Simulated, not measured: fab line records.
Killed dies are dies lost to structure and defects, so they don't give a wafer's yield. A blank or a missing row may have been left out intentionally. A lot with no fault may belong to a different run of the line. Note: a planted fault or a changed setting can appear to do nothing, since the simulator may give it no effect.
fab line records    flow gf180mcu
[record] lots = 13  wafers = 39  last-day = 34
route steps=602 shown PSD@255 CONTACT@287
lots that met no fault: taken from a fault-free run of the same line
start-h: start of the lot's first displayed wafer, in hours after the record's first day    wait-h: how many hours have passed since the lot's step before this one    " same as the row above    L1.1+2: several wafers, shown together as one row    - no value present, or no start provided    * or withheld: withheld    < > ~ a bound
route shown NAME@n: a module of which the file shows steps, and the number in the route of the first    usual: mean/standard deviation taken from wafers without a fault    same: alike in all rows    chamber/n: place in a boat    sites: per-site readings    _std_site: standard deviation of those values    _edge_site: inner sites' mean taken away from outer sites' mean    radius-mm: how far each site lies from the wafer's centre    mask NAME#n: copy n    behind: the last tool/chamber to shape the wafer    hold: reason for holding the lot/hours on hold/outcome of the hold    device: names the non-switching transistor (n, p or np)    end of line: tests of these same wafers at the route's end    a step given without rows: its recipe and nothing more    killed: dies that structure and defects cost at the first sort, which is not the same as the wafer's yield    map: the dies of a wafer, with x for killed, . for not killed, _ for no die there
set.NAME: the setting the step ran with; set.NAME@STEP: the setting that earlier step ran with    model.NAME: the simulator's own value behind a step, which no gauge read
a sample of lots followed through the steps of the route, with each step as a table and each wafer as a row
services: a tool's chamber out of use, with start hour (start-h, from the record's first day; less than 0 if before it), hours out, and reason
[[steps]]
[step GF_PSD_CD_MEAS_07]
[recipe] target-cd-nm = 400
[usual] cd-nm = 400.8/2.2
lot.wafer  tool       chamber  start-h  wait-h  cd-nm
L888.1     cd-sem-02  -        325.40   0.1     401.9
L888.3     "          -        "        "       401.1
L888.5     "          -        "        "       403.9
L889.1     cd-sem-01  -        332.62   0.1     402.9
L889.2     "          -        "        "       402.3
L889.4     "          -        "        "       401.3
L891.1     cd-sem-01  -        345.55   0.1     397.2
L891.5     "          -        "        "       398.4
L891.6     "          -        "        "       397.6
L892.2     cd-sem-02  -        349.94   0.1     401.1
L892.5     "          -        "        "       402.3
L892.6     "          -        "        "       399.5
L893.1     cd-sem-02  -        363.65   0.1     402.1
L893.3     "          -        "        "       401.4
L893.4     "          -        "        "       404.3
L894.3     cd-sem-01  -        366.69   0.1     400.4
L894.4     "          -        "        "       401.0
L894.5     "          -        "        "       401.1
L897.3     cd-sem-01  -        389.74   0.1     400.8
L897.4     "          -        "        "       400.1
L897.6     "          -        "        "       402.2
L898.1     cd-sem-01  -        396.50   0.1     401.3
L898.2     "          -        "        "       400.1
L898.5     "          -        "        "       402.4
L901.2     cd-sem-02  -        432.92   0.1     401.3
L901.5     "          -        "        "       399.2
L901.6     "          -        "        "       402.3
L902.2     cd-sem-02  -        437.39   0.1     400.6
L902.3     "          -        "        "       401.1
L902.5     "          -        "        "       401.3
L908.2     cd-sem-01  -        488.39   0.1     401.8
L908.3     "          -        "        "       399.7
L908.5     "          -        "        "       399.3
L910.2     cd-sem-02  -        505.09   0.1     400.2
L910.3     "          -        "        "       400.7
L910.5     "          -        "        "       399.3
L911.2     cd-sem-02  -        506.97   0.1     395.7
L911.3     "          -        "        "       396.5
L911.5     "          -        "        "       397.1
[step GF_CONTACT_CVD_00]
[recipe] material = SiO2  target-thk-nm = 300  sigma-open-frac = 0.3  temp-c = 400  time-s = 50  sih4-flow-sccm = 60  pressure-mtorr = 6
[usual] sih4-flow-sccm = 60.00/0.18
lot.wafer  tool       chamber  start-h  wait-h  sih4-flow-sccm
L888.1     hdpcvd-02  0        348.49   0.1     60.14
L888.3     "          2        "        "       59.77
L888.5     "          1        "        "       60.07
L889.1     hdpcvd-02  2        355.61   0.1     60.03
L889.2     "          0        "        "       60.10
L889.4     "          0        "        "       60.14
L891.1     hdpcvd-01  1        369.29   0.1     59.98
L891.5     "          2        "        "       60.02
L891.6     "          0        "        "       60.20
L892.2     hdpcvd-02  2        372.86   0.1     60.06
L892.5     "          2        "        "       59.94
L892.6     "          1        "        "       60.00
L893.1     hdpcvd-01  2        388.30   0.1     60.07
L893.3     "          0        "        "       60.04
L893.4     "          2        "        "       60.32
L894.3     hdpcvd-01  0        390.74   0.1     60.11
L894.4     "          1        "        "       59.95
L894.5     "          0        "        "       60.05
L897.3     hdpcvd-01  0        414.64   0.1     60.12
L897.4     "          2        "        "       60.08
L897.6     "          1        "        "       59.81
L898.1     hdpcvd-02  0        421.63   0.1     59.83
L898.2     "          2        "        "       59.76
L898.5     "          2        "        "       59.81
L901.2     hdpcvd-02  0        459.08   0.1     30.45
L901.5     "          1        "        "       59.79
L901.6     "          2        "        "       60.06
L902.2     hdpcvd-02  2        463.82   0.1     60.05
L902.3     "          1        "        "       59.84
L902.5     "          0        "        "       30.12
L908.2     hdpcvd-01  0        513.14   0.1     59.88
L908.3     "          2        "        "       60.18
L908.5     "          2        "        "       60.05
L910.2     hdpcvd-01  0        529.71   0.1     59.90
L910.3     "          1        "        "       60.42
L910.5     "          1        "        "       60.35
L911.2     hdpcvd-02  2        531.31   0.1     59.45
L911.3     "          1        "        "       59.68
L911.5     "          2        "        "       59.89
[step GF_CONTACT_THK_MEAS_01]
[recipe] reads = SiO2_of_CONTACT_CVD_00
[usual] CONTACT_CVD_00_THK = 300/4.2
lot.wafer  tool           chamber  start-h  wait-h  CONTACT_CVD_00_THK[nm]
L888.1     film-metro-04  -        348.53   0.0     308
L888.3     "              -        "        "       299
L888.5     "              -        "        "       297
L889.1     film-metro-01  -        355.65   0.0     290
L889.2     "              -        "        "       307
L889.4     "              -        "        "       305
L891.1     film-metro-03  -        369.33   0.0     298
L891.5     "              -        "        "       299
L891.6     "              -        "        "       298
L892.2     film-metro-01  -        372.92   0.0     296
L892.5     "              -        "        "       297
L892.6     "              -        "        "       300
L893.1     film-metro-04  -        388.34   0.0     298
L893.3     "              -        "        "       298
L893.4     "              -        "        "       296
L894.3     film-metro-04  -        390.81   0.0     298
L894.4     "              -        "        "       294
L894.5     "              -        "        "       297
L897.3     film-metro-03  -        414.71   0.0     306
L897.4     "              -        "        "       299
L897.6     "              -        "        "       299
L898.1     film-metro-01  -        421.67   0.0     307
L898.2     "              -        "        "       300
L898.5     "              -        "        "       300
L901.2     film-metro-04  -        459.15   0.0     153
L901.5     "              -        "        "       297
L901.6     "              -        "        "       297
L902.2     film-metro-01  -        463.88   0.0     299
L902.3     "              -        "        "       302
L902.5     "              -        "        "       154
L908.2     film-metro-03  -        513.20   0.0     303
L908.3     "              -        "        "       302
L908.5     "              -        "        "       303
L910.2     film-metro-03  -        529.77   0.0     297
L910.3     "              -        "        "       299
L910.5     "              -        "        "       296
L911.2     film-metro-03  -        531.36   0.0     301
L911.3     "              -        "        "       298
L911.5     "              -        "        "       298
[step GF_CONTACT_OVL_MEAS_15]
[usual] CONTACT_OVL = 0/7
lot.wafer  tool        chamber  start-h  wait-h  CONTACT_OVL[nm]
L888.1     overlay-01  -        371.42   0.1     8
L888.3     "           -        "        "       -1
L888.5     "           -        "        "       8
L889.1     overlay-02  -        378.72   0.1     7
L889.2     "           -        "        "       -2
L889.4     "           -        "        "       -1
L891.1     overlay-02  -        392.89   0.1     1
L891.5     "           -        "        "       -6
L891.6     "           -        "        "       3
L892.2     overlay-02  -        396.02   0.1     -3
L892.5     "           -        "        "       1
L892.6     "           -        "        "       2
L893.1     overlay-01  -        412.26   0.1     -4
L893.3     "           -        "        "       -6
L893.4     "           -        "        "       -16
L894.3     overlay-01  -        414.72   0.1     -3
L894.4     "           -        "        "       4
L894.5     "           -        "        "       -4
L897.3     overlay-02  -        439.67   0.1     3
L897.4     "           -        "        "       -5
L897.6     "           -        "        "       -10
L898.1     overlay-01  -        446.69   0.1     8
L898.2     "           -        "        "       4
L898.5     "           -        "        "       1
L901.2     overlay-01  -        483.42   0.1     0
L901.5     "           -        "        "       15
L901.6     "           -        "        "       2
L902.2     overlay-02  -        488.16   0.1     5
L902.3     "           -        "        "       1
L902.5     "           -        "        "       5
L908.2     overlay-01  -        536.95   0.1     -7
L908.3     "           -        "        "       5
L908.5     "           -        "        "       4
L910.2     overlay-01  -        552.80   0.1     -1
L910.3     "           -        "        "       -3
L910.5     "           -        "        "       7
L911.2     overlay-01  -        554.35   0.1     -15
L911.3     "           -        "        "       -3
L911.5     "           -        "        "       -1
[step GF_CONTACT_ETCH_17]
[recipe] chemistry = C4F8/O2/Ar  mask-material = KrF  target = SiO2  stop-on = CoSi2  source-w = 1500  bias-w = 1200  pressure-mtorr = 40  c4f8-flow-sccm = withheld  O2_flow_sccm = 6  Ar_flow_sccm = 300  time-s = withheld  target-depth-a = 8600
[usual] bias-w = 1200/3.2  chamber-pressure-mTorr = 40.00/0.034  oes-product-au = 0.814/0.0049
lot.wafer  tool         chamber  start-h  wait-h  bias-w  chamber-pressure-mTorr  oes-product-au
L888.1     rie-diel-02  0        -        -       1196    39.98                   0.820
L888.3     "            0        "        "       1197    39.96                   0.809
L888.5     "            2        "        "       1204    40.05                   0.805
L889.1     rie-diel-03  1        -        -       1198    40.00                   0.810
L889.2     "            3        "        "       1200    40.00                   0.809
L889.4     "            0        "        "       1198    39.99                   0.810
L891.1     rie-diel-01  0        -        -       1199    40.00                   0.818
L891.5     "            0        "        "       1198    39.99                   0.813
L891.6     "            3        "        "       1195    39.99                   0.810
L892.2     rie-diel-03  0        -        -       1203    40.04                   0.815
L892.5     "            1        "        "       1199    40.05                   0.807
L892.6     "            0        "        "       1201    40.01                   0.813
L893.1     rie-diel-03  1        -        -       1203    40.01                   0.817
L893.3     "            0        "        "       1201    40.02                   0.817
L893.4     "            2        "        "       1197    40.00                   0.815
L894.3     rie-diel-01  2        -        -       1205    39.99                   0.813
L894.4     "            3        "        "       1202    39.98                   0.806
L894.5     "            3        "        "       1206    39.99                   0.814
L897.3     rie-diel-03  2        -        -       1201    40.00                   0.813
L897.4     "            1        "        "       1198    40.03                   0.820
L897.6     "            3        "        "       1200    40.02                   0.822
L898.1     rie-diel-02  1        -        -       1195    39.99                   0.811
L898.2     "            3        "        "       1196    40.01                   0.815
L898.5     "            3        "        "       1198    39.93                   0.817
L901.2     rie-diel-03  2        -        -       1195    40.02                   0.750
L901.5     "            1        "        "       1202    39.99                   0.814
L901.6     "            2        "        "       1199    39.91                   0.827
L902.2     rie-diel-01  0        -        -       1199    39.97                   0.815
L902.3     "            1        "        "       1200    40.03                   0.815
L902.5     "            3        "        "       1198    40.02                   0.738
L908.2     rie-diel-03  0        -        -       1204    40.05                   0.816
L908.3     "            1        "        "       1202    40.03                   0.820
L908.5     "            0        "        "       1198    40.02                   0.820
L910.2     rie-diel-03  2        -        -       1202    39.99                   0.813
L910.3     "            3        "        "       1204    40.00                   0.805
L910.5     "            3        "        "       1196    40.02                   0.812
L911.2     rie-diel-01  1        -        -       1199    40.01                   0.819
L911.3     "            0        "        "       1201    39.96                   0.813
L911.5     "            0        "        "       1196    40.05                   0.812
[step GF_CONTACT_SPUTTER_23]
[recipe] material = TiN  target-thk-nm = 10  chamber-pressure-pa = 5  power-w = 4000  time-s = 40
[usual] throttle-valve-pct = 30.2/0.84
lot.wafer  tool            chamber  start-h  wait-h  throttle-valve-pct
L888.1     pvd-sputter-02  -        372.06   0.0     30.1
L888.3     "               -        "        "       31.3
L888.5     "               -        "        "       31.1
L889.1     pvd-sputter-03  -        379.27   0.0     31.3
L889.2     "               -        "        "       28.3
L889.4     "               -        "        "       29.8
L891.1     pvd-sputter-02  -        393.46   0.0     31.3
L891.5     "               -        "        "       31.3
L891.6     "               -        "        "       31.2
L892.2     pvd-sputter-01  -        396.57   0.0     30.3
L892.5     "               -        "        "       29.7
L892.6     "               -        "        "       29.5
L893.1     pvd-sputter-02  -        412.83   0.0     31.2
L893.3     "               -        "        "       30.1
L893.4     "               -        "        "       30.1
L894.3     pvd-sputter-01  -        415.27   0.0     29.5
L894.4     "               -        "        "       30.5
L894.5     "               -        "        "       29.6
L897.3     pvd-sputter-03  -        440.22   0.0     29.6
L897.4     "               -        "        "       31.4
L897.6     "               -        "        "       28.3
L898.1     pvd-sputter-03  -        447.26   0.0     31.3
L898.2     "               -        "        "       30.9
L898.5     "               -        "        "       28.7
L901.2     pvd-sputter-03  -        483.97   0.0     31.5
L901.5     "               -        "        "       28.4
L901.6     "               -        "        "       31.4
L902.2     pvd-sputter-03  -        488.72   0.0     29.5
L902.3     "               -        "        "       28.2
L902.5     "               -        "        "       30.9
L908.2     pvd-sputter-03  -        537.50   0.0     30.8
L908.3     "               -        "        "       28.3
L908.5     "               -        "        "       29.8
L910.2     pvd-sputter-01  -        553.36   0.0     30.4
L910.3     "               -        "        "       30.5
L910.5     "               -        "        "       30.5
L911.2     pvd-sputter-02  -        554.90   0.0     31.3
L911.3     "               -        "        "       30.0
L911.5     "               -        "        "       30.0
[[services]]
tool            chamber  start-h  hours  kind
pvd-sputter-03  -        331.48   8.2    repair
rie-diel-03     3        332.11   2.9    repair
rie-diel-03     2        337.30   8.9    repair
rie-diel-01     -        345.14   2.8    pm
rie-diel-01     -        353.25   3.5    repair
hdpcvd-01       -        377.51   0.7    repair
hdpcvd-01       0        405.56   1.9    repair
pvd-sputter-02  -        414.71   0.8    repair
rie-diel-01     2        423.29   5.3    repair
pvd-sputter-02  -        435.21   10.9   repair
hdpcvd-01       1        436.25   10.3   repair
rie-diel-03     -        441.33   0.9    repair
pvd-sputter-02  -        446.79   20.2   repair
pvd-sputter-02  -        461.88   2.2    repair
hdpcvd-01       -        467.09   2.8    pm
hdpcvd-02       2        471.53   5.7    repair
hdpcvd-02       1        477.12   3.8    repair
rie-diel-01     -        483.23   0.2    repair
rie-diel-01     2        487.11   2.2    repair
pvd-sputter-02  -        508.38   2.3    repair
hdpcvd-01       0        521.94   6.5    repair
hdpcvd-02       -        539.25   15.0   pm
hdpcvd-01       -        540.02   0.8    repair
pvd-sputter-03  -        549.36   12.6   repair
[[key]]
[first-sign] step = GF_CONTACT_CVD_00  reading = sih4-flow-sccm  direction = down  sigmas = 99+  usual = 60.00  struck = 30.29
[effect] step = GF_CONTACT_THK_MEAS_01  reading = CONTACT_CVD_00_THK  direction = down  sigmas = 35  usual = 300  struck = 154
[effect] step = GF_CONTACT_ETCH_17  reading = oes-product-au  direction = down  sigmas = 14  usual = 0.814  struck = 0.744
met-at GF_CONTACT_CVD_00
struck-lots L901,L902
struck-wafers L901.2,L902.5
tester-left-out L901,L902
not-acting-at GF_PSD_CD_MEAS_07,GF_CONTACT_OVL_MEAS_15,GF_CONTACT_SPUTTER_23
onset-between 421.63 459.08
[fault] kind = process-parameter-drift  tool = hdpcvd-02  chamber = 0  onset-h = 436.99  steps = GF_CONTACT_CVD_00  channel = sih4-flow-sccm  offset = -30  shape = step  end-h = 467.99  acts-in = these-recipes-only  stated = 60
// tester-left-out: of these lots the tester's yield and bins aren't shown, on N5 and GAA mostly nor the transistor test; their killed dies are dies lost to structure and defects alone, not to doping, threshold or leakage, so they don't give the yield
